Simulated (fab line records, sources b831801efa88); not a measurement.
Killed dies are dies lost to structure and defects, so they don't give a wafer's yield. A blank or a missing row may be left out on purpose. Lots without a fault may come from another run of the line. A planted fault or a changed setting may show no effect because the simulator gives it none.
Which tool did it? | flow gf180mcu | 13 lots, 39 wafers sampled, at 5 steps of a route of 602

WHAT THE GAUGES READ, wafer by wafer
GF_LVPWELL_TW_MEAS_11. Usual: LVPWELL_TW 559, standard deviation 3.5.
lot  | measured    | on            | LVPWELL_TW  | flag
L944 | day 3 20:08 | film_metro-04 | 563 564 566 |
L945 | day 4 02:40 | film_metro-03 | 551 553 557 |
L946 | day 4 07:35 | film_metro-01 | 561 562 563 |
L947 | day 4 14:22 | film_metro-01 | 559 560 562 |
L948 | day 4 19:34 | film_metro-01 | 560 563 560 |
L952 | day 5 16:37 | film_metro-01 | 560 556 560 |
L955 | day 6 10:04 | film_metro-01 | 545 546 546 | OFF
L958 | day 7 03:41 | film_metro-01 | 560 562 556 |
L961 | day 7 22:22 | film_metro-01 | 562 557 562 |
L963 | day 8 08:03 | film_metro-01 | 559 560 558 |
L964 | day 8 14:46 | film_metro-03 | 558 554 556 |
L966 | day 9 01:50 | film_metro-01 | 559 557 558 |
L967 | day 9 06:52 | film_metro-03 | 557 557 560 |

GF_VT_IMPLANT_RS_MEAS_48: measures by four-point-probe. Usual: LVPWELL_RS 1197.4 ohm/sq, standard deviation 2.9.
lot  | measured     | on            | LVPWELL_RS (ohm/sq)  | flag
L944 | day 7 11:05  | film_metro-01 | 1197.5 1192.3 1193.5 |
L945 | day 7 20:26  | film_metro-04 | 1194.8 1193.9 1199.8 |
L946 | day 8 03:13  | film_metro-03 | 1198.2 1198.6 1194.6 |
L947 | day 8 11:28  | film_metro-04 | 1199.4 1199.4 1198.5 |
L948 | day 8 16:23  | film_metro-03 | 1202.5 1200.8 1200.6 |
L952 | day 9 17:46  | film_metro-01 | 1195.4 1190.0 1193.2 |
L955 | day 10 14:31 | film_metro-04 | 1236.0 1234.2 1233.0 | OFF
L958 | day 11 09:53 | film_metro-03 | 1193.7 1195.3 1194.9 |
L961 | day 12 10:22 | film_metro-04 | 1199.4 1201.2 1197.5 |
L963 | day 12 21:41 | film_metro-03 | 1192.2 1194.4 1195.9 |
L964 | day 13 05:31 | film_metro-01 | 1197.1 1193.5 1197.8 |
L966 | day 13 18:51 | film_metro-04 | 1198.8 1196.3 1199.2 |
L967 | day 13 23:25 | film_metro-04 | 1199.2 1195.3 1200.8 |

GF_V3_CD_MEAS_14: target cd 260 nm. Usual: cd_nm 260.3 nm, standard deviation 1.1.
lot  | measured     | on        | cd_nm (nm)        | flag
L944 | day 22 05:29 | cd_sem-01 | 260.8 259.5 260.3 |
L945 | day 22 18:50 | cd_sem-01 | 260.1 260.1 259.8 |
L946 | day 23 04:54 | cd_sem-02 | 261.1 261.7 260.3 |
L947 | day 23 12:26 | cd_sem-01 | 260.2 259.7 260.2 |
L948 | day 23 18:08 | cd_sem-01 | 263.0 261.3 262.0 |
L952 | day 25 07:38 | cd_sem-01 | 258.8 259.5 258.9 |
L955 | day 26 05:47 | cd_sem-02 | 258.7 261.1 261.0 |
L958 | day 27 01:54 | cd_sem-01 | 260.3 261.1 260.9 |
L961 | day 28 01:44 | cd_sem-01 | 260.7 259.0 259.6 |
L963 | day 28 16:56 | cd_sem-02 | 260.5 260.1 261.1 |
L964 | day 28 23:35 | cd_sem-02 | 260.9 260.8 260.1 |
L966 | day 29 12:54 | cd_sem-01 | 260.5 260.6 260.3 |
L967 | day 29 13:53 | cd_sem-01 | 262.4 262.2 263.3 |

GF_V4_THK_MEAS_01. Usual: V4_CVD_00_THK 599 nm, standard deviation 4.9.
lot  | measured     | on            | V4_CVD_00_THK (nm) | flag
L944 | day 23 07:26 | film_metro-01 | 599 599 594        |
L945 | day 23 20:08 | film_metro-03 | 596 590 594        |
L946 | day 24 06:05 | film_metro-04 | 600 596 598        |
L947 | day 24 13:05 | film_metro-04 | 594 598 600        |
L948 | day 24 18:55 | film_metro-03 | 597 595 599        |
L952 | day 26 07:23 | film_metro-04 | 606 608 599        |
L955 | day 27 04:30 | film_metro-03 | 601 602 604        |
L958 | day 28 01:05 | film_metro-01 | 598 599 604        |
L961 | day 28 23:34 | film_metro-03 | 597 607 598        |
L963 | day 29 14:41 | film_metro-03 | 598 599 601        |
L964 | day 29 21:44 | film_metro-04 | 599 598 600        |
L966 | day 30 11:43 | film_metro-04 | 604 608 603        |
L967 | day 30 11:32 | film_metro-01 | 606 601 595        |

WHICH TOOL RAN EACH LOT (tool, then ch and the chambers of the sampled wafers, then the start)
lot  | GF_LVPWELL_IMPLANT_08
L944 | implanter-03 ch 0, day 3 19:44
L945 | implanter-03 ch 0, day 4 02:16
L946 | implanter-04 ch 0, day 4 07:12
L947 | implanter-03 ch 0, day 4 13:58
L948 | implanter-02 ch 0, day 4 19:10
L952 | implanter-03 ch 0, day 5 16:13
L955 | implanter-02 ch 0, day 6 09:40
L958 | implanter-03 ch 0, day 7 03:18
L961 | implanter-04 ch 0, day 7 21:58
L963 | implanter-04 ch 0, day 8 07:42
L964 | implanter-03 ch 0, day 8 14:22
L966 | implanter-04 ch 0, day 9 01:27
L967 | implanter-04 ch 0, day 9 06:28
- GF_LVPWELL_IMPLANT_08

WHAT THE TOOLS THEMSELVES READ (means of the sampled wafers that have a number; where no wafer has one, the mark that the record gives instead)
GF_LVPWELL_IMPLANT_08. Usual: dose_ions_cm2 1.5e+13, standard deviation 1.7e+10; tilt_deg 0.006 degrees, standard deviation 0.022.
lot  | tool         | dose_ions_cm2 | tilt_deg (degrees) | flag
L944 | implanter-03 | 1.5e+13       | 0.009              |
L945 | implanter-03 | 1.5e+13       | -0.039             |
L946 | implanter-04 | 1.5e+13       | 0.018              |
L947 | implanter-03 | 1.5e+13       | 0.008              |
L948 | implanter-02 | 1.5e+13       | -0.002             |
L952 | implanter-03 | 1.5e+13       | 0.022              |
L955 | implanter-02 | 1.5e+13       | -0.005             |
L958 | implanter-03 | 1.5e+13       | 0.024              |
L961 | implanter-04 | 1.5e+13       | 0.036              |
L963 | implanter-04 | 1.5e+13       | 0.001              |
L964 | implanter-03 | 1.5e+13       | 0.018              |
L966 | implanter-04 | 1.5e+13       | 0.000              |
L967 | implanter-04 | 1.5e+13       | -0.023             |

THE ANSWER, worked out from the rows above alone
Rule: a lot is off if the mean of its wafers that have a number lies more than 3 standard deviations from the usual mean. A lot without any number at a reading at which 4 lots or more have one is off too. The other lots that the step has rows for count as sound. The gauges are gone through in route order, then the tools' own readings, and for those a lot's mean is taken as printed above. The first step at which some lot is off is used, and at that step the reading that is off furthest; a lot without a number counts as furthest.
Off: L955, at GF_LVPWELL_TW_MEAS_11 (LVPWELL_TW).
A tool fits if, at a process step before that reading, it ran every lot that is off, and no sound lot after the first of them. The gauges at GF_LVPWELL_TW_MEAS_11 aren't tried: what is off there is off at GF_VT_IMPLANT_RS_MEAS_48 too, on other tools, and a gauge's error can't cause that. One fits: implanter-02 at GF_LVPWELL_IMPLANT_08. Its last sound lot is L948 (day 4 19:10), its first lot that is off L955 (day 6 09:40): a fault that began between those two fits.

WHAT THE SIMULATOR HAD PUT IN
Process parameter drift: implanter-02, from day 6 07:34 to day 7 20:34, at GF_LVPWELL_IMPLANT_08. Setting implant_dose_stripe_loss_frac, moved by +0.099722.
Lots struck among those shown: L955. The rule above found the same.
